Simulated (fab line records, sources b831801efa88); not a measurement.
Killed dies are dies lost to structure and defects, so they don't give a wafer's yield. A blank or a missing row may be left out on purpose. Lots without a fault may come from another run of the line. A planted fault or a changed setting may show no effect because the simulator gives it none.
Which tool did it? | flow sky130 | 6 lots, 18 wafers sampled, at 4 steps of a route of 708

WHAT THE GAUGES READ, wafer by wafer
SKY_CONTACT_BOW_MEAS_05.
lot  | measured     | on            | CONTACT_BOW (um)
L650 | day 31 07:43 | film_metro-04 | 86 82 88
L652 | day 31 15:08 | film_metro-03 | 82 95 81
L658 | day 34 03:13 | film_metro-04 | 74 77 84
L659 | day 34 13:22 | film_metro-04 | 87 67 76
L669 | day 37 03:03 | film_metro-03 | 77 89 90
L671 | day 37 19:35 | film_metro-01 | 79 83 73

WHICH TOOL RAN EACH LOT (tool, then ch and the chambers of the sampled wafers, then the start)
lot  | SKY_LI_CONTACT_STRIP_16              | SKY_LOCAL_INTERCONNECT_ETCH_13    | SKY_CONTACT_CMP_04
L650 | plasma_asher-03 ch 0,1, day 30 00:45 | rie_metal-03 ch 0, day 31 06:29   | cmp-01 ch 1,2, day 31 07:25
L652 | plasma_asher-03 ch 0,1, day 30 07:37 | rie_metal-01 ch 0,1, day 31 13:52 | cmp-02 ch 0,1,3, day 31 14:54
L658 | plasma_asher-02 ch 0,1, day 32 21:28 | rie_metal-03 ch 0,1, day 34 01:59 | cmp-02 ch 1,2,3, day 34 02:58
L659 | plasma_asher-03 ch 0,1, day 33 08:09 | rie_metal-03 ch 0,1, day 34 12:08 | cmp-02 ch 0,1,3, day 34 13:04
L669 | plasma_asher-02 ch 0,1, day 35 22:15 | rie_metal-04 ch 0,1, day 37 01:48 | cmp-01 ch 0,2,3, day 37 02:44
L671 | plasma_asher-02 ch 0,1, day 36 15:42 | rie_metal-03 ch 0,1, day 37 18:20 | cmp-02 ch 1,2,3, day 37 19:17
- SKY_LI_CONTACT_STRIP_16: strips in O2/N2.
- SKY_LOCAL_INTERCONNECT_ETCH_13: etches BARC in N2/H2, stops on SiO2, time 45.9 s, target depth 60 nm.
- SKY_CONTACT_CMP_04: polishes SiO2.

THE ANSWER, worked out from the rows above alone
Rule: what is usual is taken from the lots themselves. Put in order of their means at a reading, lots are off if they are a third of the lots or fewer, leave a main group of 4 or more, and stand apart from it by a gap of 3 or more times the standard deviation of the main group's means; of several such gaps the widest counts. A main group whose means are all the same, to the digits that the tables above print for the reading, isn't used. A lot without any number at a reading at which 4 lots or more have one is off too. The other lots that the step has rows for count as sound.
No lot is off at any reading shown: from this, nothing can be told.

WHAT THE SIMULATOR HAD PUT IN
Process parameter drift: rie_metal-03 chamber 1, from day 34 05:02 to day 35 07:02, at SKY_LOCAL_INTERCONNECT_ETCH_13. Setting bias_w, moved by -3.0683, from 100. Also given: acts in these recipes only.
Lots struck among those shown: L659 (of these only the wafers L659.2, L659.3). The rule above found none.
